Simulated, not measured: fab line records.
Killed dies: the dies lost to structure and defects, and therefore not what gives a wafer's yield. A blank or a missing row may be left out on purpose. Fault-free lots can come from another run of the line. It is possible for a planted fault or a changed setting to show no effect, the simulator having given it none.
What tool caused it? :: flow sky130 :: 12 lots (36 wafers sampled), 1 step of a 708-step route

## WHAT THE GAUGES SHOWED, per wafer
SKY_VT_ADJUST_HVTR_CD_MEAS_07: target cd 380 nm.
lot: L075
measured: day 9 20:10
on: cd-sem-01
cd-nm (nm): 376.1 382.0 380.8

lot: L077
measured: day 10 12:07
on: cd-sem-01
cd-nm (nm): 379.3 378.9 381.3

lot: L079
measured: day 11 01:53
on: cd-sem-01
cd-nm (nm): 379.2 381.0 381.1

lot: L081
measured: day 11 19:43
on: cd-sem-02
cd-nm (nm): 376.8 381.5 379.5

lot: L083
measured: day 12 04:26
on: cd-sem-01
cd-nm (nm): 383.6 382.8 383.5

lot: L085
measured: day 12 20:31
on: cd-sem-02
cd-nm (nm): 387.8 384.5 386.4

lot: L087
measured: day 13 13:33
on: cd-sem-02
cd-nm (nm): 380.6 382.7 381.5

lot: L089
measured: day 14 00:24
on: cd-sem-02
cd-nm (nm): 378.1 380.7 377.5

lot: L091
measured: day 14 14:35
on: cd-sem-01
cd-nm (nm): 384.0 384.2 385.4

lot: L093
measured: day 15 10:41
on: cd-sem-02
cd-nm (nm): 377.7 376.6 375.3

lot: L095
measured: day 16 01:34
on: cd-sem-01
cd-nm (nm): 377.3 378.9 379.0

lot: L097
measured: day 16 16:48
on: cd-sem-01
cd-nm (nm): 378.2 378.7 380.0

## TOOL THAT RAN EACH LOT (tool first, then ch and the chambers of the sampled wafers, then the start)
The record shows no process step preceding these readings.

## THE ANSWER, worked out from the rows above alone
Rule: the usual values come from the lots themselves. Put in order of their means at a reading, lots are off if they are a third of the lots or fewer, leave a main group of 4 or more, and stand apart from it by a gap of 3 or more times the standard deviation of the main group's means; of several such gaps the widest counts. If all means in a main group match to the digits the tables above print for the reading, that group is not used. Also off: a lot with no number at a reading for which 4 or more lots have one. All remaining lots with rows at the step are treated as sound.
None of the lots is off at any reading shown; this tells nothing.

## WHAT HAD BEEN PUT IN BY THE SIMULATOR
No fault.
